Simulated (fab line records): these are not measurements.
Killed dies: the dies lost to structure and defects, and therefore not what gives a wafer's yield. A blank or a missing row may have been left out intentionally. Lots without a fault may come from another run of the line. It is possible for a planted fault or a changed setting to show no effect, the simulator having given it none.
A struck lot beside a sound one / flow sky130 / 17 out of 708 route steps
Sound: wafers L872.1, L872.3, L872.4. The struck wafers were L873.1, L873.5, L873.6. At the end, the cause is stated.
For every step that has rows: the tool of each side, followed by ch and its chambers, followed by its first start. Under that, the readings that differ: sound wafers / struck wafers / difference of the means / sigmas: that difference in standard deviations of wafers without a fault.
alike: readings whose means differ by less than 2 such deviations, and words and numbers that are the same on both sides. not compared: withheld readings, readings that some wafer has no value for, bounds like >300 that may hide the same value, and numbers for which the record gives no deviation and whose values overlap.
The two part at a step that has a row with sigmas, a row that says differs or no value, or rows on one side only. Numbers that have no deviation but don't overlap get no sigmas and don't part them. A reading missing from all wafers of one side parts the sides only when that side holds two or more wafers.

SKY_POLY_GATE_THK_MEAS_04:
  sound on film_metro-02 at day 22 18:42; struck on film_metro-03 at day 22 20:04
  alike: POLY_GATE_CVD_03_THK
then, 8 steps without rows for these wafers: SKY_POLY_GATE_DEHYDRATE_05 (time 60 s); SKY_POLY_GATE_HMDS_06 (prime time 60 s); SKY_POLY_GATE_COAT_07 (resist thk 110 nm); SKY_POLY_GATE_COAT_08 (resist thk 450 nm); SKY_POLY_GATE_SOFTBAKE_09 (time 90 s); SKY_POLY_GATE_EXPOSE_10 (exposes mask P1M, target cd 150 nm); SKY_POLY_GATE_PEB_11; SKY_POLY_GATE_DEVELOP_12 (develop time 60 s).
SKY_POLY_GATE_CD_MEAS_13: target cd 150 nm.
  sound on cd_sem-01 at day 24 01:08; struck on cd_sem-02 at day 24 02:59
  alike: cd_nm
SKY_POLY_GATE_OVL_MEAS_14:
  sound on overlay-01 at day 24 01:15; struck on overlay-02 at day 24 03:06
  alike: POLY_GATE_OVL
SKY_POLY_GATE_ETCH_15: etches BARC in N2/H2, stops on SiO2, time 118.5 s, target depth 110 nm.
  sound on rie_diel-02 ch 0,1,3, day 24 01:17; struck on rie_diel-01 ch 0,1,2, day 24 03:08
  alike: drypump_motor_current_A, n2_flow_sccm, oes_product_au, throttle_valve_pct
  not compared: rf_hours_counter_h
SKY_POLY_GATE_ETCH_16: etches Si3N4 in CH3F/O2, stops on poly-Si, time 147.5 s, target depth 75 nm.
  sound on rie_diel-02 ch 0,1,3, day 24 01:22; struck on rie_diel-01 ch 0,1,2, day 24 03:13
reading=model.KrF-thick_of_POLY_GATE_COAT_08.thk_nm (nm); sound=231.6 231.5 234; struck=260.4 258 262.1; difference=+27.8; sigmas=
  alike: drypump_motor_current_A, oes_product_au, throttle_valve_pct
  not compared: rf_hours_counter_h
SKY_POLY_GATE_ETCH_17: etches poly-Si in HBr/Cl2, stops on SiO2, target depth 180 nm, time 70.5 s.
  sound on rie_si-02 ch 0,1,3, day 24 01:28; struck on rie_si-01 ch 0,1,3, day 24 03:19
reading=model.KrF-thick_of_POLY_GATE_COAT_08.thk_nm (nm); sound=137.6 136.6 141; struck=166.6 163.4 166.8; difference=+27.2; sigmas=
  alike: drypump_motor_current_A, oes_product_au, throttle_valve_pct
  not compared: rf_hours_counter_h
SKY_POLY_GATE_STRIP_18: strips in O2/N2.
  sound on plasma_asher-04 ch 0,1, day 24 01:31; struck on plasma_asher-04 ch 0,1, day 24 03:22
reading=oes_product_au (a.u.); sound=0.357 0.372 0.361; struck=0.374 0.373 0.380; difference=+0.012; sigmas=+3
reading=strip_time_to_endpoint_s (s); sound=3.14 3.13 3.19; struck=3.45 3.42 3.45; difference=+0.29; sigmas=+7
  alike: drypump_motor_current_A, n2_flow_sccm
  not compared: rf_hours_counter_h
then, 1 step without rows for these wafers: SKY_POLY_GATE_CLEAN_19 (cleans in SC1/SC2, time 150 s).
-- the record jumps here: 27 days lie between the struck wafers' starts before and after (it left off in module POLY_GATE and takes up again in module PAD_OPEN, whose first step shown is number 708 of the route) --
SKY_PAD_OPEN_PROBE_99:
  sound on prober-01 at day 50 14:57; struck on prober-02 at day 50 15:41
  alike: killed_at_M0_to_M3, killed_at_M4_up, killed_at_contacts, killed_at_front_end, killed_at_other, killed_dies, killed_on_rim, killed_open, killed_short

== WHERE THEY PART ==
SKY_POLY_GATE_STRIP_18 only, going by this record. Later steps at which nothing parts them and some readings are alike: SKY_PAD_OPEN_PROBE_99.

WHY: what had been put in by the simulator
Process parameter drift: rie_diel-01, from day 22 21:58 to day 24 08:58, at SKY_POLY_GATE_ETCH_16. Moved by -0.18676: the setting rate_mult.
